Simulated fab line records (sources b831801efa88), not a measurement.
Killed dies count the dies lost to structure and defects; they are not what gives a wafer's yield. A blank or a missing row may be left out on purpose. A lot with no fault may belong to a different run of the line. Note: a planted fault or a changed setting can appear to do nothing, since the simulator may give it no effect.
Chamber matching ; flow gf180mcu ; 4 sister chambers for GF_POLY_GATE_ETCH_12 on rie diel-01
The step etches BARC in N2/H2. 4 wafers are shown with their chamber, then 8 later ones without.

== WAFERS, EACH WITH ITS CHAMBER ==
wafer;chamber;chamber pressure mTorr (mTorr)
L216.4;1;29.943
L217.4;0;30.033
L220.1;2;29.978
L224.1;3;29.965

== WAFERS WITHOUT THEIR CHAMBER ==
wafer;chamber pressure mTorr (mTorr)
L224.4;30.013
L224.5;29.967
L230.2;30.011
L230.3;30.018
L230.6;29.982
L231.3;30.039
L231.5;30.019
L231.6;29.985

== WHICH CHAMBER EACH WENT THROUGH ==
wafer;from the rows above;in truth
L224.4;can't be placed: 0 or 2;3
L224.5;can't be placed: 3 or 2 or 1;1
L230.2;can't be placed: 0 or 2 or 3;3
L230.3;can't be placed: 0 or 2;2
L230.6;can't be placed: 2 or 3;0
L231.3;0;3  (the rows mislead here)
L231.5;0;0
L231.6;can't be placed: 2 or 3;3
1 of 8 placed correctly. From these rows, 6 cannot be placed; in 4 the true chamber is one of the candidates. 1 placed wrongly.
How it was worked out, from the rows above alone: a wafer's distance from a chamber is the root of the sum, over the readings, of the square of ((its reading less the chamber's mean) divided by the reading's scatter). If the next closest chamber is less than 2 further off than the closest, the wafer can't be placed; otherwise it belongs to the closest. A chamber's mean is the mean of its shown wafers. The scatter: with one shown wafer a chamber, the root of the mean of the squares of how far each hidden wafer lies from its nearest shown one.
